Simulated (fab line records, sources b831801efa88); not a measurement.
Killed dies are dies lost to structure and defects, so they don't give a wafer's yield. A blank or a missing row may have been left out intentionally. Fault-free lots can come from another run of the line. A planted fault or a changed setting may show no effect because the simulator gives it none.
Chamber matching -- flow sky130 -- 4 sister chambers for SKY_POLY_GATE_ETCH_17 on rie si-01
The step etches poly-Si in HBr/Cl2, stops on SiO2, target depth 180 nm, time 70.5 s. 18 wafers are shown with their chamber, then 9 later ones without.

EACH WAFER AND ITS CHAMBER
wafer,chamber,drypump motor current A (A),throttle valve pct (%),oes product au (a.u.)
L778.3,1,5.7,33.675,0.988
L778.5,3,6.6,33.673,0.983
L778.6,0,5.8,33.679,0.989
L779.1,2,4.8,33.695,0.987
L779.4,0,5.8,33.681,0.996
L779.6,2,4.9,33.684,0.984
L782.1,2,4.8,33.702,0.976
L782.3,1,5.7,33.696,0.999
L782.6,1,5.7,33.684,0.993
L783.3,0,5.8,33.679,0.984
L783.4,2,4.9,33.685,0.966
L783.5,3,6.6,33.673,0.971
L786.2,0,5.7,33.686,0.988
L786.5,0,5.8,33.678,0.981
L786.6,1,5.7,33.681,0.990
L788.1,0,5.8,33.687,0.982
L788.5,2,4.8,33.698,0.978
L788.6,1,5.7,33.686,0.990

SIGNATURES (averages over the wafers above)
reading,chamber 0,chamber 1,chamber 2,chamber 3,scatter within a chamber
drypump motor current A,5.783,5.700,4.840,6.600,0.0381
throttle valve pct,33.68167,33.68440,33.69280,33.67300,0.00637
oes product au,0.98667,0.99200,0.97820,0.97700,0.00636
Rule: for a wafer and a chamber, the distance is found by dividing, reading by reading, the gap between the wafer's reading and the chamber's mean by the reading's scatter, squaring, summing and taking the root. If the next closest chamber is less than 2 further off than the closest, the wafer can't be placed; otherwise it belongs to the closest. The scatter: the root of (the sum of the squares of (reading less its chamber's mean) over the shown wafers, divided by (wafers less chambers)).

WAFERS MISSING THEIR CHAMBER
wafer,drypump motor current A (A),throttle valve pct (%),oes product au (a.u.)
L795.3,5.8,33.677,0.982
L795.4,5.7,33.687,0.978
L795.5,4.9,33.677,0.972
L799.1,6.6,33.685,0.989
L799.3,5.8,33.685,0.977
L799.5,4.9,33.683,0.971
L801.1,5.7,33.688,0.991
L801.2,4.9,33.686,0.968
L801.5,4.9,33.681,0.975

EACH ONE'S CHAMBER
wafer,from the rows above,in truth
L795.3,0,0
L795.4,can't be placed: 1 or 0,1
L795.5,2,2
L799.1,3,3
L799.3,can't be placed: 0 or 1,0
L799.5,2,2
L801.1,can't be placed: 1 or 0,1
L801.2,2,2
L801.5,2,2
6 of 9 placed correctly. Unplaceable from these rows: 3, with the true chamber sitting among the candidates in 3. Number placed wrongly: 0.
